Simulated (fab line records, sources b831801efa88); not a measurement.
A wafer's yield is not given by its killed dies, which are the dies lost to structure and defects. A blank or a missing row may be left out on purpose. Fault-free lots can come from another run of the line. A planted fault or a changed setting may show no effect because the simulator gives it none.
Comparing a struck lot with a sound one    flow sky130    20 steps out of a route of 708
Sound: these wafers, L696.1, L696.4, L696.6. Struck: wafers L709.2, L709.3 (left out: L709.5, a lot-mate that was not struck); the cause follows at the end.
Each step with rows lists, per side, the tool, then ch with its chambers, then its first start. Under that, the readings that differ: sound wafers    struck wafers    difference of the means    sigmas: that difference in standard deviations of wafers without a fault.
alike: readings with means less than 2 such deviations apart, plus words and numbers identical on both sides. not compared: withheld readings, readings lacking a value on some wafer, bounds such as >300 that could conceal the same value, and numbers that have no deviation in the record and whose values overlap.
A row with sigmas, a row that says differs or no value, or rows on one side alone: a step with any of these is where the two part. When numbers do not overlap yet have no deviation, they are printed without sigmas and do not part them. A reading that every wafer of one side lacks parts them only if that side has two wafers or more.

first, 1 step without rows for these wafers: SKY_LDD_LDN_IMPLANT_11.
SKY_LDD_LDN_STRIP_12: strips in O2/N2.
  sound on plasmaAsher-01 ch 0, day 26 01:44; struck on plasmaAsher-02 ch 1, day 30 06:49
  alike: drypumpMotorCurrentA, oesProductAu, stripTimeToEndpointS
  not compared: rfHoursCounterH
SKY_LDD_LDN_TW_MEAS_13:
  sound on filmMetro-01 at day 26 01:50; struck on filmMetro-01 at day 30 06:56
  alike: LDD_LDN_TW
then, 2 steps without rows for these wafers: SKY_LDD_LDN_CLEAN_14 (cleans in SC1/SC2, time 150 s); SKY_SPACER_CVD_00 (deposits Si3N4 from DCS/NH3, target thk 43.1 nm, time 740 s).
SKY_SPACER_THK_MEAS_01:
  sound on filmMetro-01 at day 26 04:41; struck on filmMetro-01 at day 30 09:52
  alike: SPACER_CVD_00_THK
SKY_SPACER_ETCHBACK_02: etches Si3N4 in CH3F/O2, stops on SiO2, time 46.7 s, target depth 45 nm.
  sound on rieDiel-01 ch 1,2,3, day 26 04:44; struck on rieDiel-03 ch 0,1, day 30 09:55
  alike: drypumpMotorCurrentA, oesProductAu, throttleValvePct
  not compared: rfHoursCounterH
then, 5 steps without rows for these wafers: SKY_POLY_CUT_DEHYDRATE_00 (time 60 s); SKY_POLY_CUT_HMDS_01 (prime time 60 s); SKY_POLY_CUT_COAT_02 (resist thk 60 nm); SKY_POLY_CUT_COAT_03 (resist thk 450 nm); SKY_POLY_CUT_SOFTBAKE_04 (time 90 s).
SKY_POLY_CUT_EXPOSE_05: exposes mask NPCM, target cd 270 nm.
  sound on krfScanner-02 ch 0, day 26 19:30; struck on krfScanner-01 ch 0, day 31 00:04
  alike: mask
then, 2 steps without rows for these wafers: SKY_POLY_CUT_PEB_06; SKY_POLY_CUT_DEVELOP_07 (develop time 60 s).
SKY_POLY_CUT_CD_MEAS_08 targets a cd of 270 nm.
  sound on cdSem-01 at day 27 09:50; struck on cdSem-02 at day 31 13:32
reading    sound              struck       difference  sigmas
cdNm (nm)  271.8 271.2 272.0  258.8 259.3  -12.6       -9
SKY_POLY_CUT_OVL_MEAS_09:
  sound on overlay-01 at day 27 09:57; struck on overlay-02 at day 31 13:38
  alike: POLY_CUT_OVL
SKY_POLY_CUT_ETCH_10: etches BARC in N2/H2, stops on SiO2, time 45.9 s, target depth 60 nm.
  sound on rieDiel-01 ch 1,3, day 27 09:59; struck on rieDiel-01 ch 2,3, day 31 13:40
reading                   sound              struck       difference  sigmas
model.POLY_CUT.cdNm (nm)  270.9 270.2 270.8  257.4 258.1  -12.9       
  alike: drypumpMotorCurrentA, oesProductAu, throttleValvePct
  not compared: rfHoursCounterH
SKY_POLY_CUT_ETCH_11: etches Si3N4 in CF4/CH2F2/Ar, stops on poly-Si, time 42.5 s, target depth 60 nm.
  sound on rieDiel-01 ch 1,3, day 27 10:01; struck on rieDiel-01 ch 2,3, day 31 13:43
reading                   sound              struck       difference  sigmas
model.POLY_CUT.cdNm (nm)  271.1 270.3 270.9  257.4 258.2  -13.0       
  alike: drypumpMotorCurrentA, oesProductAu, throttleValvePct
  not compared: rfHoursCounterH
SKY_POLY_CUT_STRIP_12: strips in O2/N2.
  sound on plasmaAsher-01 ch 0,1, day 27 10:04; struck on plasmaAsher-03 ch 0,1, day 31 13:45
reading              sound              struck       difference  sigmas
oesProductAu (a.u.)  0.448 0.456 0.461  0.442 0.450  -0.009      -2
  alike: drypumpMotorCurrentA, stripTimeToEndpointS
  not compared: rfHoursCounterH

== WHERE THEY PART ==
At SKY_POLY_CUT_CD_MEAS_08 first; at SKY_POLY_CUT_STRIP_12 last (within this record only).

WHY: whatever the simulator had introduced
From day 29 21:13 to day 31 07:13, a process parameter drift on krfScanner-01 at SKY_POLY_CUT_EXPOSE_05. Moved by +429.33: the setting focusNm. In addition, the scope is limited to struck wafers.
